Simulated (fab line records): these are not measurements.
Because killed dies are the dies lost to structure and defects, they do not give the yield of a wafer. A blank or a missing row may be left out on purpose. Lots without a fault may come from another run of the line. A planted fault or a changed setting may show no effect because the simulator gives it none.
fab line records	flow sfqLine	part 1 of 2: steps 1 to 27 of 38
[record] lots = 5	wafers = 15	lastDay = 93
route steps=325 shown A5B@211 R5@212 I5@228 C5@240
lots with no fault: from the same line, run without faults
startH: hours from the record's opening day to when the first of the lot's shown wafers began	waitH: how many hours have passed since the lot's step before this one	" same as the row above	L1.1+2: a single row standing in for several wafers	- no value, or no start was given	* or withheld: withheld	< > ~ a bound
route shown NAME@n: NAME is a module with steps in the file, n the number in the route of the first one	usual: mean/standard deviation taken from wafers without a fault	same: alike in all rows	chamber/n: place in a boat	sites: readings site by site	_std_site: the values' standard deviation	_edge_site: outer sites' mean less inner sites'	radiusMm: how far each site lies from the wafer's centre	mask NAME#n: copy n	behind: the tool/chamber that last shaped the wafer	hold: the reason the lot was held/the length of the hold in hours/how it ended	device: whichever transistor did not switch (one of n, p or np)	end of line: the same wafers' tests at the end of the route	a step without rows: its recipe alone	killed: dies that structure and defects cost at the first sort, which is not the same as the wafer's yield	map: dies across one wafer; x = killed, . = not, _ = none there
set.NAME: the setting the step ran with; set.NAME@STEP: the setting that earlier step ran with	model.NAME: the simulator's own value behind a step, which no gauge read
lots seen at some steps along the route; tables by step, rows by wafer
services: a tool's chamber out of use, with start hour (startH, from the record's first day; less than 0 if before it), hours out, and reason
[[steps]]
[step SFQ_TRILAYER_A5B_METRO_MEASURE_131]
[usual] thkNm = 343/5.9
lot.wafer	tool	chamber	startH	waitH	thkNm
L076.1	filmMetro-02	-	1293.30	1.5	350
L076.5	"	-	"	"	346
L076.6	"	-	"	"	348
L081.1	filmMetro-02	-	1319.76	2.0	347
L081.5	"	-	"	"	340
L081.6	"	-	"	"	344
L084.1	filmMetro-01	-	1391.46	2.5	351
L084.2	"	-	"	"	338
L084.5	"	-	"	"	343
L085.1	filmMetro-03	-	1397.93	1.0	340
L085.2	"	-	"	"	344
L085.3	"	-	"	"	334
L090.2	filmMetro-02	-	1426.84	2.7	346
L090.3	"	-	"	"	337
L090.4	"	-	"	"	346
[step SFQ_TRILAYER_R5_DEP_SPUTTER_132]
[recipe] material = Ti	basePressurePa = 1.33e-06	targetThkNm = 5	powerW = 2000	timeS = 5	chamberPressurePa = 0.4
[usual] throttleValvePct = 29.7/0.74
lot.wafer	tool	chamber	startH	waitH	throttleValvePct
L076.1	pvdSputter-06	-	1294.50	1.0	29.3
L076.5	"	-	"	"	29.6
L076.6	"	-	"	"	29.4
L081.1	pvdSputter-05	-	1320.96	1.0	29.3
L081.5	"	-	"	"	30.6
L081.6	"	-	"	"	31.8
L084.1	pvdSputter-06	-	1392.66	1.0	29.5
L084.2	"	-	"	"	29.3
L084.5	"	-	"	"	29.3
L085.1	pvdSputter-05	-	1399.13	1.0	32.1
L085.2	"	-	"	"	30.4
L085.3	"	-	"	"	30.4
L090.2	pvdSputter-03	-	1427.84	0.8	30.2
L090.3	"	-	"	"	30.0
L090.4	"	-	"	"	29.7
[step SFQ_TRILAYER_R5_DEP_SPUTTER_133]
[recipe] material = MoNx	basePressurePa = 1.33e-06	targetThkNm = 40	powerW = 1000	timeS = 66.7	chamberPressurePa = 0.4
[usual] throttleValvePct = 29.8/0.76
lot.wafer	tool	chamber	startH	waitH	throttleValvePct
L076.1	pvdSputter-06	-	1294.52	0.0	29.3
L076.5	"	-	"	"	30.0
L076.6	"	-	"	"	29.4
L081.1	pvdSputter-05	-	1320.98	0.0	29.2
L081.5	"	-	"	"	30.5
L081.6	"	-	"	"	31.6
L084.1	pvdSputter-06	-	1392.68	0.0	29.9
L084.2	"	-	"	"	29.2
L084.5	"	-	"	"	29.4
L085.1	pvdSputter-05	-	1399.15	0.0	31.9
L085.2	"	-	"	"	30.2
L085.3	"	-	"	"	30.2
L090.2	pvdSputter-03	-	1427.86	0.0	30.1
L090.3	"	-	"	"	30.0
L090.4	"	-	"	"	29.6
[step SFQ_TRILAYER_R5_DEP_SPUTTER_134]
[recipe] material = Ti	basePressurePa = 1.33e-06	targetThkNm = 5	powerW = 2000	timeS = 5	chamberPressurePa = 0.4
[usual] throttleValvePct = 29.7/0.75
lot.wafer	tool	chamber	startH	waitH	throttleValvePct
L076.1	pvdSputter-06	-	1294.58	0.0	29.6
L076.5	"	-	"	"	29.6
L076.6	"	-	"	"	29.6
L081.1	pvdSputter-05	-	1321.04	0.0	29.2
L081.5	"	-	"	"	30.6
L081.6	"	-	"	"	31.8
L084.1	pvdSputter-06	-	1392.73	0.0	29.6
L084.2	"	-	"	"	29.5
L084.5	"	-	"	"	29.2
L085.1	pvdSputter-05	-	1399.20	0.0	31.6
L085.2	"	-	"	"	30.5
L085.3	"	-	"	"	30.2
L090.2	pvdSputter-03	-	1427.92	0.0	29.9
L090.3	"	-	"	"	30.1
L090.4	"	-	"	"	29.9
[step SFQ_R5_RS_MEAS_933]
[recipe] thkMeasGauge = four-point-probe	reads = Ti_of_TRILAYER_R5_DEP_SPUTTER_134+MoNx_of_TRILAYER_R5_DEP_SPUTTER_133+Ti_of_TRILAYER_R5_DEP_SPUTTER_132
[usual] R5_MONX_RS = 7.09/0.083
lot.wafer	tool	chamber	startH	waitH	R5_MONX_RS[ohm/sq]
L076.1	filmMetro-04	-	1294.60	0.0	7.17
L076.5	"	-	"	"	7.16
L076.6	"	-	"	"	7.01
L081.1	filmMetro-04	-	1321.06	0.0	7.10
L081.5	"	-	"	"	7.13
L081.6	"	-	"	"	7.13
L084.1	filmMetro-03	-	1392.75	0.0	7.13
L084.2	"	-	"	"	7.06
L084.5	"	-	"	"	7.09
L085.1	filmMetro-04	-	1399.22	0.0	7.05
L085.2	"	-	"	"	7.05
L085.3	"	-	"	"	7.06
L090.2	filmMetro-03	-	1427.96	0.0	7.01
L090.3	"	-	"	"	6.93
L090.4	"	-	"	"	7.06
[step SFQ_R5_THK_MEAS_934]
[recipe] thkMeasGauge = xrf	reads = MoNx_of_TRILAYER_R5_DEP_SPUTTER_133
[usual] R5_MONX_THK = 39.6/0.5
lot.wafer	tool	chamber	startH	waitH	R5_MONX_THK[nm]
L076.1	filmMetro-04	-	1294.72	0.1	39.0
L076.5	"	-	"	"	39.4
L076.6	"	-	"	"	40.1
L081.1	filmMetro-04	-	1321.18	0.1	39.3
L081.5	"	-	"	"	39.2
L081.6	"	-	"	"	39.4
L084.1	filmMetro-03	-	1392.87	0.1	39.5
L084.2	"	-	"	"	39.7
L084.5	"	-	"	"	39.7
L085.1	filmMetro-04	-	1399.34	0.1	40.2
L085.2	"	-	"	"	40.0
L085.3	"	-	"	"	40.1
L090.2	filmMetro-03	-	1428.07	0.1	39.7
L090.3	"	-	"	"	40.4
L090.4	"	-	"	"	39.6
[step SFQ_TRILAYER_R5_LITHO_COAT_141]
[recipe] resist = BARC	spinRpm = 3000	resistThkNm = 62
lot.wafer	tool	chamber	startH	waitH
L076.1+5+6	lithoTrack-03	0	1294.78	0.1
L081.1+5+6	lithoTrack-02	0	1321.24	0.1
L084.1+2+5	lithoTrack-03	0	1392.93	0.1
L085.1+2+3	lithoTrack-04	0	1399.40	0.1
L090.2+3+4	lithoTrack-03	0	1428.17	0.1
[step SFQ_TRILAYER_R5_LITHO_COAT_136]
[recipe] resist = KrF	spinRpm = 3000	resistThkNm = 600
lot.wafer	tool	chamber	startH	waitH
L076.1+5+6	lithoTrack-03	0	1295.08	0.2
L081.1+5+6	lithoTrack-02	0	1321.54	0.2
L084.1+2+5	lithoTrack-03	0	1393.23	0.2
L085.1+2+3	lithoTrack-04	0	1399.70	0.2
L090.2+3+4	lithoTrack-03	0	1428.47	0.2
[step SFQ_TRILAYER_R5_LITHO_SOFTBAKE_140]
[recipe] tempC = withheld	timeS = withheld	resist = KrF
lot.wafer	tool	chamber	startH	waitH
L076.1+5+6	lithoTrack-03	0	1295.38	0.2
L081.1+5+6	lithoTrack-02	0	1321.84	0.2
L084.1+2+5	lithoTrack-03	0	1393.53	0.2
L085.1+2+3	lithoTrack-04	0	1400.00	0.2
L090.2+3+4	lithoTrack-03	0	1428.74	0.2
[step SFQ_TRILAYER_R5_LITHO_EXPOSE_137]
[recipe] maskId = R5	na = 0.6	sourceShape = conventional	sigmaOuter = 0.65	targetCdNm = 500	doseMj = 14.4
[usual] stageVelMmS = 499.99/0.24
lot.wafer	tool	chamber	startH	waitH	mask	stageVelMmS
L076.1	krfScanner-02	0	1432.00	-	R5#0	500.10
L076.5	"	0	"	"	R5#0	500.02
L076.6	"	0	"	"	R5#0	500.04
L081.1	krfScanner-01	0	1459.72	-	R5#0	500.15
L081.5	"	0	"	"	R5#0	500.40
L081.6	"	0	"	"	R5#0	500.16
L084.1	krfScanner-01	0	1522.15	-	R5#0	500.04
L084.2	"	0	"	"	R5#0	499.99
L084.5	"	0	"	"	R5#0	500.39
L085.1	krfScanner-02	0	1532.79	-	R5#0	499.73
L085.2	"	0	"	"	R5#0	499.89
L085.3	"	0	"	"	R5#0	500.01
L090.2	krfScanner-02	0	1565.39	-	R5#0	499.93
L090.3	"	0	"	"	R5#0	500.28
L090.4	"	0	"	"	R5#0	500.08
[step SFQ_TRILAYER_R5_LITHO_PEB_139]
[recipe] pebTempC = 115	pebTimeS = 60	resist = KrF
lot.wafer	tool	chamber	startH	waitH
L076.1+5+6	lithoTrack-03	0	1433.20	1.0
L081.1+5+6	lithoTrack-03	0	1460.92	1.0
L084.1+2+5	lithoTrack-02	0	1523.35	1.0
L085.1+2+3	lithoTrack-02	0	1533.99	1.0
L090.2+3+4	lithoTrack-03	0	1566.42	0.8
[step SFQ_TRILAYER_R5_LITHO_DEVELOP_138]
[recipe] timeS = 60	resist = KrF
lot.wafer	tool	chamber	startH	waitH
L076.1+5+6	lithoTrack-03	0	1433.35	0.1
L081.1+5+6	lithoTrack-03	0	1461.07	0.1
L084.1+2+5	lithoTrack-02	0	1523.50	0.1
L085.1+2+3	lithoTrack-02	0	1534.14	0.1
L090.2+3+4	lithoTrack-03	0	1566.57	0.1
[step SFQ_R5_OVL_MEAS_935]
[usual] R5_OVL = 0/5.7
lot.wafer	tool	chamber	startH	waitH	R5_OVL[nm]
L076.1	overlay-02	-	1433.50	0.1	6
L076.5	"	-	"	"	2
L076.6	"	-	"	"	-1
L081.1	overlay-01	-	1461.22	0.1	15
L081.5	"	-	"	"	12
L081.6	"	-	"	"	9
L084.1	overlay-02	-	1523.65	0.1	-5
L084.2	"	-	"	"	-3
L084.5	"	-	"	"	0
L085.1	overlay-02	-	1534.29	0.1	-2
L085.2	"	-	"	"	-3
L085.3	"	-	"	"	-7
L090.2	overlay-01	-	1566.70	0.1	0
L090.3	"	-	"	"	-6
L090.4	"	-	"	"	1
[step SFQ_TRILAYER_R5_BARC_OPEN_METAL_ETCH_177]
[recipe] maskMaterial = PR	chemistry = O2	targetDepthNm = 125	target = BARC	icpW = 600	biasW = 80	pressureMtorr = 10	timeS = 41.7
[usual] drypumpMotorCurrentA = 5.5/0.61	heBacksideLeakSccm = 3.61/0.28	oesProductAu = 0.685/0.0047
lot.wafer	tool	chamber	startH	waitH	drypumpMotorCurrentA	heBacksideLeakSccm	oesProductAu	rfHoursCounterH
L076.1	rieMetal-03	1	1433.53	0.0	5.7	3.38	0.689	59
L076.5	"	0	"	"	5.9	3.17	0.682	-
L076.6	"	1	"	"	5.7	3.41	0.684	-
L081.1	rieMetal-02	0	1461.26	0.0	4.6	3.75	0.678	97
L081.5	"	0	"	"	4.6	3.75	0.676	-
L081.6	"	1	"	"	5.2	3.65	0.686	-
L084.1	rieMetal-02	0	1523.69	0.0	4.6	3.96	0.679	105
L084.2	"	1	"	"	5.3	3.50	0.682	84
L084.5	"	0	"	"	4.6	4.02	0.678	-
L085.1	rieMetal-02	1	1534.33	0.0	5.3	3.58	0.682	85
L085.2	"	0	"	"	4.6	3.98	0.681	106
L085.3	"	1	"	"	5.3	3.72	0.688	-
L090.2	rieMetal-04	1	1566.73	0.0	6.6	3.47	0.681	26
L090.3	"	0	"	"	5.6	3.57	0.683	-
L090.4	"	1	"	"	6.6	3.62	0.681	-
[step SFQ_TRILAYER_R5_ETCH_METAL_ETCH_139]
[recipe] stopOn = SiO2	maskMaterial = PR	chemistry = Cl2	targetDepthNm = 60	icpW = 600	biasW = 80	pressureMtorr = 10	timeS = 40
[usual] drypumpMotorCurrentA = 5.5/0.61	heBacksideLeakSccm = 3.7/0.42	oesProductAu = 0.990/0.0058
lot.wafer	tool	chamber	startH	waitH	drypumpMotorCurrentA	heBacksideLeakSccm	oesProductAu	rfHoursCounterH
L076.1	rieMetal-03	1	1433.59	0.0	5.7	3.6	0.994	59
L076.5	"	0	"	"	5.9	3.1	0.991	-
L076.6	"	1	"	"	5.7	3.6	1.000	-
L081.1	rieMetal-02	0	1461.32	0.0	4.6	3.8	0.993	97
L081.5	"	0	"	"	4.6	3.8	0.998	-
L081.6	"	1	"	"	5.3	3.7	0.990	-
L084.1	rieMetal-02	0	1523.75	0.0	4.6	4.0	0.979	105
L084.2	"	1	"	"	5.3	3.7	0.986	84
L084.5	"	0	"	"	4.7	4.0	0.984	-
L085.1	rieMetal-02	1	1534.39	0.0	5.2	3.8	0.989	86
L085.2	"	0	"	"	4.7	3.9	0.988	106
L085.3	"	1	"	"	5.2	3.7	0.992	-
L090.2	rieMetal-04	1	1566.79	0.0	6.6	3.9	0.989	26
L090.3	"	0	"	"	5.6	4.0	0.989	-
L090.4	"	1	"	"	6.6	3.7	1.001	-
[step SFQ_TRILAYER_R5_STRIP_STRIP_140]
[recipe] gas = O2	powerW = 200	platenTempC = 40	overashFraction = 0.65	chemistry = O2	pressureMtorr = 50
[usual] drypumpMotorCurrentA = 5.5/0.61	heBacksideLeakSccm = 3.7/0.45	oesProductAu = 1.000/0.0098
lot.wafer	tool	chamber	startH	waitH	drypumpMotorCurrentA	heBacksideLeakSccm	oesProductAu	rfHoursCounterH
L076.1	rieMetal-03	1	1433.65	0.0	5.7	3.2	0.989	59
L076.5	"	0	"	"	5.9	3.0	1.012	-
L076.6	"	1	"	"	5.8	3.4	0.988	-
L081.1	rieMetal-02	0	1461.37	0.0	4.6	4.0	0.995	97
L081.5	"	0	"	"	4.6	3.8	0.994	-
L081.6	"	1	"	"	5.2	3.6	0.996	-
L084.1	rieMetal-02	0	1523.81	0.0	4.6	3.7	0.993	105
L084.2	"	1	"	"	5.3	3.7	0.995	84
L084.5	"	0	"	"	4.6	3.9	0.997	-
L085.1	rieMetal-02	1	1534.45	0.0	5.2	3.7	1.014	86
L085.2	"	0	"	"	4.6	3.9	0.997	107
L085.3	"	1	"	"	5.2	3.5	0.996	-
L090.2	rieMetal-04	1	1566.85	0.0	6.6	4.1	0.986	27
L090.3	"	0	"	"	5.6	3.7	0.998	-
L090.4	"	1	"	"	6.6	3.7	0.985	-
[step SFQ_TRILAYER_R5_STRIP_SOLV_CLEAN_141]
[recipe] chemistry = NMP	tempC = 70	timeS = 600
[usual] tempC = 69.98/0.13
lot.wafer	tool	chamber	startH	waitH	tempC
L076.1	wetBench-04	3	1434.25	0.4	69.84
L076.5	"	2	"	"	70.03
L076.6	"	5	"	"	70.12
L081.1	wetBench-01	7	1461.97	0.4	69.81
L081.5	"	3	"	"	69.87
L081.6	"	0	"	"	70.02
L084.1	wetBench-01	4	1524.41	0.4	70.00
L084.2	"	3	"	"	70.04
L084.5	"	2	"	"	70.08
L085.1	wetBench-01	1	1535.05	0.4	69.95
L085.2	"	0	"	"	69.78
L085.3	"	7	"	"	69.81
L090.2	wetBench-02	0	1567.45	0.4	69.95
L090.3	"	5	"	"	69.96
L090.4	"	6	"	"	70.08
[step SFQ_TRILAYER_A5C_DEP_PECVD_142]
[recipe] material = SiO2	tempC = 150	timeS = 15.556	pressureTorr = 2.4	rfW = 183.3	precursor = SiH4/N2O	targetThkNm = 70
[usual] heaterPowerW = 84/17	throttleValvePct = 24.7/2
lot.wafer	tool	chamber	startH	waitH	heaterPowerW	throttleValvePct
L076.1	pecvd-03	2	1434.42	0.0	82	24.2
L076.5	"	0	"	"	105	26.5
L076.6	"	1	"	"	89	24.4
L081.1	pecvd-03	1	1462.15	0.0	88	24.1
L081.5	"	1	"	"	89	24.6
L081.6	"	2	"	"	79	24.2
L084.1	pecvd-04	2	1524.58	0.0	69	22.8
L084.2	"	1	"	"	82	22.9
L084.5	"	2	"	"	68	22.9
L085.1	pecvd-04	2	1535.22	0.0	70	23.1
L085.2	"	0	"	"	104	24.4
L085.3	"	1	"	"	78	22.9
L090.2	pecvd-04	0	1567.62	0.0	117	24.6
L090.3	"	2	"	"	65	22.9
L090.4	"	1	"	"	84	22.8
[step SFQ_TRILAYER_I5_LITHO_COAT_149]
[recipe] resist = BARC	spinRpm = 3000	resistThkNm = 62
lot.wafer	tool	chamber	startH	waitH
L076.1+5+6	lithoTrack-01	0	1434.45	0.0
L081.1+5+6	lithoTrack-02	0	1462.19	0.0
L084.1+2+5	lithoTrack-02	0	1524.61	0.0
L085.1+2+3	lithoTrack-01	0	1535.25	0.0
L090.2+3+4	lithoTrack-02	0	1567.70	0.1
[step SFQ_TRILAYER_I5_LITHO_COAT_144]
[recipe] resist = KrF	spinRpm = 3000	resistThkNm = 650
lot.wafer	tool	chamber	startH	waitH
L076.1+5+6	lithoTrack-01	0	1434.75	0.2
L081.1+5+6	lithoTrack-02	0	1462.49	0.2
L084.1+2+5	lithoTrack-02	0	1524.91	0.2
L085.1+2+3	lithoTrack-01	0	1535.55	0.2
L090.2+3+4	lithoTrack-02	0	1568.00	0.2
[step SFQ_TRILAYER_I5_LITHO_SOFTBAKE_148]
[recipe] tempC = withheld	timeS = withheld	resist = KrF
lot.wafer	tool	chamber	startH	waitH
L076.1+5+6	lithoTrack-01	0	1435.05	0.2
L081.1+5+6	lithoTrack-02	0	1462.79	0.2
L084.1+2+5	lithoTrack-02	0	1525.21	0.2
L085.1+2+3	lithoTrack-01	0	1535.85	0.2
L090.2+3+4	lithoTrack-02	0	1568.27	0.2
[step SFQ_TRILAYER_I5_LITHO_EXPOSE_145]
[recipe] maskId = I5	na = 0.6	sourceShape = conventional	sigmaOuter = 0.65	targetCdNm = 700	doseMj = 21.3
[usual] stageVelMmS = 500.08/0.25
lot.wafer	tool	chamber	startH	waitH	mask	stageVelMmS
L076.1	krfScanner-02	0	1573.59	-	I5#0	500.01
L076.5	"	0	"	"	I5#0	499.49
L076.6	"	0	"	"	I5#0	499.61
L081.1	krfScanner-01	0	1597.72	-	I5#0	499.94
L081.5	"	0	"	"	I5#0	500.46
L081.6	"	0	"	"	I5#0	499.64
L084.1	krfScanner-01	0	1651.86	-	I5#0	499.79
L084.2	"	0	"	"	I5#0	499.98
L084.5	"	0	"	"	I5#0	499.74
L085.1	krfScanner-02	0	1662.83	-	I5#0	499.74
L085.2	"	0	"	"	I5#0	499.64
L085.3	"	0	"	"	I5#0	500.04
L090.2	krfScanner-02	0	1700.23	-	I5#0	500.41
L090.3	"	0	"	"	I5#0	500.22
L090.4	"	0	"	"	I5#0	500.24
[step SFQ_TRILAYER_I5_LITHO_PEB_147]
[recipe] pebTempC = 115	pebTimeS = 60	resist = KrF
lot.wafer	tool	chamber	startH	waitH
L076.1+5+6	lithoTrack-01	0	1574.79	1.0
L081.1+5+6	lithoTrack-01	0	1598.92	1.0
L084.1+2+5	lithoTrack-02	0	1653.06	1.0
L085.1+2+3	lithoTrack-01	0	1664.03	1.0
L090.2+3+4	lithoTrack-04	0	1701.25	0.8
[step SFQ_TRILAYER_I5_LITHO_DEVELOP_146]
[recipe] timeS = 60	resist = KrF
lot.wafer	tool	chamber	startH	waitH
L076.1+5+6	lithoTrack-01	0	1574.94	0.1
L081.1+5+6	lithoTrack-01	0	1599.07	0.1
L084.1+2+5	lithoTrack-02	0	1653.21	0.1
L085.1+2+3	lithoTrack-01	0	1664.18	0.1
L090.2+3+4	lithoTrack-04	0	1701.40	0.1
[step SFQ_I5_OVL_MEAS_936]
[usual] I5_OVL = -3/5.3
lot.wafer	tool	chamber	startH	waitH	I5_OVL[nm]
L076.1	overlay-02	-	1575.09	0.1	-12
L076.5	"	-	"	"	-9
L076.6	"	-	"	"	-4
L081.1	overlay-01	-	1599.22	0.1	-1
L081.5	"	-	"	"	0
L081.6	"	-	"	"	3
L084.1	overlay-01	-	1653.36	0.1	-8
L084.2	"	-	"	"	-4
L084.5	"	-	"	"	-13
L085.1	overlay-02	-	1664.33	0.1	9
L085.2	"	-	"	"	8
L085.3	"	-	"	"	9
L090.2	overlay-02	-	1701.53	0.1	-4
L090.3	"	-	"	"	-1
L090.4	"	-	"	"	-6
[step SFQ_TRILAYER_I5_BARC_OPEN_VIA_ETCH_200]
[recipe] maskMaterial = PR	chemistry = O2	targetDepthNm = 125	target = BARC	sourceW = 500	biasW = 80	pressureMtorr = 30	timeS = 41.7
[usual] drypumpMotorCurrentA = 5.6/0.39	oesProductAu = 0.685/0.0047
lot.wafer	tool	chamber	startH	waitH	drypumpMotorCurrentA	oesProductAu	rfHoursCounterH
L076.1	rieDiel-04	0	1575.13	0.0	5.0	0.688	12
L076.5	"	3	"	"	5.6	0.678	-
L076.6	"	2	"	"	6.0	0.681	-
L081.1	rieDiel-02	0	1599.25	0.0	5.6	0.681	5
L081.5	"	1	"	"	5.5	0.686	-
L081.6	"	0	"	"	5.7	0.690	-
L084.1	rieDiel-04	1	1653.40	0.0	5.1	0.684	9
L084.2	"	0	"	"	5.0	0.690	13
L084.5	"	0	"	"	5.0	0.689	-
L085.1	rieDiel-04	2	1664.36	0.0	6.0	0.694	12
L085.2	"	1	"	"	5.1	0.687	9
L085.3	"	0	"	"	5.0	0.682	14
L090.2	rieDiel-02	0	1701.56	0.0	5.6	0.684	7
L090.3	"	1	"	"	5.4	0.683	16
L090.4	"	2	"	"	6.3	0.677	13
[step SFQ_TRILAYER_I5_ETCH_VIA_ETCH_147]
[recipe] stopOn = Nb	maskMaterial = PR	chemistry = CHF3	targetDepthNm = 360	sourceW = 500	biasW = 80	pressureMtorr = 30	timeS = withheld
[usual] drypumpMotorCurrentA = 5.6/0.39	oesProductAu = 0.990/0.0064
lot.wafer	tool	chamber	startH	waitH	drypumpMotorCurrentA	oesProductAu
L076.1	rieDiel-04	0	1575.17	0.0	5.0	0.998
L076.5	"	3	"	"	5.6	0.999
L076.6	"	2	"	"	6.0	0.995
L081.1	rieDiel-02	0	1599.29	0.0	5.6	0.984
L081.5	"	1	"	"	5.5	0.987
L081.6	"	0	"	"	5.6	0.978
L084.1	rieDiel-04	1	1653.44	0.0	5.1	0.989
L084.2	"	0	"	"	5.0	0.999
L084.5	"	0	"	"	5.0	0.984
L085.1	rieDiel-04	2	1664.40	0.0	6.0	0.995
L085.2	"	1	"	"	5.2	0.991
L085.3	"	0	"	"	5.0	0.997
L090.2	rieDiel-02	0	1701.60	0.0	5.6	0.994
L090.3	"	1	"	"	5.5	0.994
L090.4	"	2	"	"	6.3	0.998
